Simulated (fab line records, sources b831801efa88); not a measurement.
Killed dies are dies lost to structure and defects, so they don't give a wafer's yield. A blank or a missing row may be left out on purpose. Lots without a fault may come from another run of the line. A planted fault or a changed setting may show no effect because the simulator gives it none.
Which tool did it? | flow gf180mcu | 9 lots, 27 wafers sampled, at 4 steps of a route of 602

WHAT THE GAUGES READ, wafer by wafer
GF_NSD_CD_MEAS_07: target cd 400 nm.
lot  | measured     | on        | cd_nm (nm)
L874 | day 13 04:38 | cd_sem-01 | 400.9 400.8 399.2
L875 | day 13 18:02 | cd_sem-02 | 400.6 399.8 400.2
L876 | day 14 03:16 | cd_sem-01 | 397.2 397.4 397.6
L882 | day 16 02:14 | cd_sem-01 | 364.0 365.4 364.2
L884 | day 16 19:30 | cd_sem-01 | 371.0 371.8 373.1
L888 | day 18 01:57 | cd_sem-01 | 400.6 401.7 400.4
L892 | day 19 14:35 | cd_sem-02 | 399.9 398.5 399.1
L894 | day 20 07:53 | cd_sem-02 | 400.1 401.9 400.4
L896 | day 20 22:51 | cd_sem-01 | 401.6 401.2 402.0

WHICH TOOL RAN EACH LOT (tool, then ch and the chambers of the sampled wafers, then the start)
lot  | GF_HV_LDD_STRIP_37                   | GF_HV_LDD_RTA_52                 | GF_NSD_EXPOSE_04
L874 | plasma_asher-03 ch 0,1, day 11 10:08 | rtp_anneal-01 ch 0, day 12 05:15 | iline_stepper-02 ch 0, day 12 18:55
L875 | plasma_asher-03 ch 0,1, day 11 22:05 | rtp_anneal-02 ch 0, day 12 17:51 | iline_stepper-01 ch 0, day 13 08:04
L876 | plasma_asher-04 ch 0,1, day 12 08:08 | rtp_anneal-02 ch 0, day 13 04:07 | iline_stepper-02 ch 0, day 13 17:20
L882 | plasma_asher-02 ch 0,1, day 14 02:26 | rtp_anneal-01 ch 0, day 15 00:30 | iline_stepper-01 ch 0, day 15 15:35
L884 | plasma_asher-03 ch 0,1, day 14 20:43 | rtp_anneal-01 ch 0, day 15 18:02 | iline_stepper-01 ch 0, day 16 08:27
L888 | plasma_asher-03 ch 0, day 16 01:24   | rtp_anneal-02 ch 0, day 16 23:43 | iline_stepper-02 ch 0, day 17 14:25
L892 | plasma_asher-02 ch 0,1, day 17 11:26 | rtp_anneal-01 ch 0, day 18 11:36 | iline_stepper-02 ch 0, day 19 02:34
L894 | plasma_asher-02 ch 0,1, day 18 04:24 | rtp_anneal-01 ch 0, day 19 05:16 | iline_stepper-02 ch 0, day 19 19:58
L896 | plasma_asher-03 ch 0,1, day 18 17:14 | rtp_anneal-02 ch 0, day 19 18:27 | iline_stepper-02 ch 0, day 20 11:01
- GF_HV_LDD_STRIP_37: strips in O2/N2.
- GF_HV_LDD_RTA_52: time 10 s.
- GF_NSD_EXPOSE_04: exposes mask Nplus, target cd 400 nm.

THE ANSWER, worked out from the rows above alone
Rule: what is usual is taken from the lots themselves. Put in order of their means at a reading, lots are off if they are a third of the lots or fewer, leave a main group of 4 or more, and stand apart from it by a gap of 3 or more times the standard deviation of the main group's means; of several such gaps the widest counts. A main group whose means are all the same, to the digits that the tables above print for the reading, isn't used. A lot without any number at a reading at which 4 lots or more have one is off too. The other lots that the step has rows for count as sound.
Off: L882, L884, at GF_NSD_CD_MEAS_07 (cd_nm). The main group: mean 400.1 nm, standard deviation 1.3.
A tool fits if, at a process step before that reading, it ran every lot that is off, and no sound lot after the first of them. The gauges at GF_NSD_CD_MEAS_07 are tried like those tools. One fits: iline_stepper-01 at GF_NSD_EXPOSE_04. Its last sound lot is L875 (day 13 08:04), its first lot that is off L882 (day 15 15:35): a fault that began between those two fits.

WHAT THE SIMULATOR HAD PUT IN
Process parameter drift: iline_stepper-01, from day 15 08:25 on, at GF_NSD_EXPOSE_04. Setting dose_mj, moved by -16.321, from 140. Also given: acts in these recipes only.
Lots struck among those shown: L882, L884. The rule above found the same.
